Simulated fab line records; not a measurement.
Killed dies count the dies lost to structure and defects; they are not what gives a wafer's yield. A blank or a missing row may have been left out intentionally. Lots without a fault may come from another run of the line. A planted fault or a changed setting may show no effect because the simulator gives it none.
Chamber matching	flow gf180mcu	GF_V4_CMP_04 on cmp-02 has 4 sister chambers
The step polishes SiO2. 8 wafers are shown with their chamber, then 12 later ones without.

WAFERS PAIRED WITH THEIR CHAMBERS
wafer	chamber	motor_current_A (A)	time_to_endpoint_s (s)
L082.6	0	13.9	84
L083.4	1	11.4	88
L084.1	3	11.3	81
L084.3	0	14.0	72
L084.5	3	11.2	89
L086.1	1	11.0	80
L086.4	2	12.7	84
L086.6	2	13.1	80

WAFERS WITH NO CHAMBER GIVEN
wafer	motor_current_A (A)	time_to_endpoint_s (s)
L087.1	11.2	80
L087.2	12.5	74
L087.4	11.6	91
L089.2	11.5	82
L089.3	13.3	79
L089.4	10.9	84
L090.2	10.6	77
L090.5	10.6	78
L090.6	13.9	85
L091.2	11.1	77
L091.4	11.3	83
L091.5	11.1	77

THE CHAMBER EACH PASSED THROUGH
wafer	from the rows above	in truth
L087.1	can't be placed: 1 or 3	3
L087.2	2	2
L087.4	can't be placed: 3 or 1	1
L089.2	can't be placed: 3 or 1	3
L089.3	can't be placed: 2 or 0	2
L089.4	can't be placed: 1 or 3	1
L090.2	can't be placed: 1 or 3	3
L090.5	can't be placed: 1 or 3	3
L090.6	0	0
L091.2	can't be placed: 1 or 3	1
L091.4	can't be placed: 3 or 1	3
L091.5	can't be placed: 1 or 3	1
2 of 12 placed correctly. Not placeable from these rows: 10 (in 10, the candidates include the true chamber). 0 placed wrongly.
How it was worked out, from the rows above alone: a wafer's distance from a chamber is the root of the sum, over the readings, of the square of ((its reading less the chamber's mean) divided by the reading's scatter). If the next closest chamber is less than 2 further off than the closest, the wafer can't be placed; otherwise it belongs to the closest. Each chamber's mean is taken over the wafers shown for it. The scatter: the root of (the sum of the squares of (reading less its chamber's mean) over the shown wafers, divided by (wafers less chambers)).
